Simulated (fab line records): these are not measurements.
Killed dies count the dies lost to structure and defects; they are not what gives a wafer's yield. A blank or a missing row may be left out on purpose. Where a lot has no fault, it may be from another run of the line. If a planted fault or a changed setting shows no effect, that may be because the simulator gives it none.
Which tool is to blame?	flow gf180mcu	Sampling: 6 lots, 18 wafers, 2 of 602 route steps

WHAT EACH GAUGE READ, for each wafer
GF_PASSIVATION_THK_MEAS_01.
lot	measured	on	PASSIVATION_CVD_00_THK (nm)
L611	day 28 22:36	film-metro-03	956 985 984
L616	day 30 19:37	film-metro-02	1017 1010 1034
L619	day 31 13:37	film-metro-02	1032 1021 1027
L621	day 31 23:42	film-metro-02	1012 996 1012
L629	day 33 19:26	film-metro-03	1009 988 1004
L632	day 34 21:00	film-metro-04	1016 1028 1029

TOOL THAT RAN EACH LOT (tool first, then ch and the chambers of the sampled wafers, then the start)
lot	GF_M4_SPUTTER_01
L611	pvd-sputter-02, day 23 04:44
L616	pvd-sputter-02, day 25 08:16
L619	pvd-sputter-02, day 26 06:12
L621	pvd-sputter-02, day 26 18:55
L629	pvd-sputter-01, day 29 01:37
L632	pvd-sputter-02, day 30 05:59
- GF_M4_SPUTTER_01: material TiN, target thk 30 nm, time 25 s.

THE ANSWER, worked out from the rows above alone
Rule: the usual values come from the lots themselves. The widest of any qualifying gaps counts: lots, ordered by their means at a reading, are off when they make up no more than a third of the lots, leave a main group of 4 or more, and stand apart from it by 3 or more times the standard deviation of that group's means. A main group whose means are all the same, to the digits that the tables above print for the reading, isn't used. Also off: a lot with no number at a reading for which 4 or more lots have one. All remaining lots with rows at the step are treated as sound.
Nothing can be told from this: no lot is off at any reading shown.

WHAT THE SIMULATOR HAD PUT IN
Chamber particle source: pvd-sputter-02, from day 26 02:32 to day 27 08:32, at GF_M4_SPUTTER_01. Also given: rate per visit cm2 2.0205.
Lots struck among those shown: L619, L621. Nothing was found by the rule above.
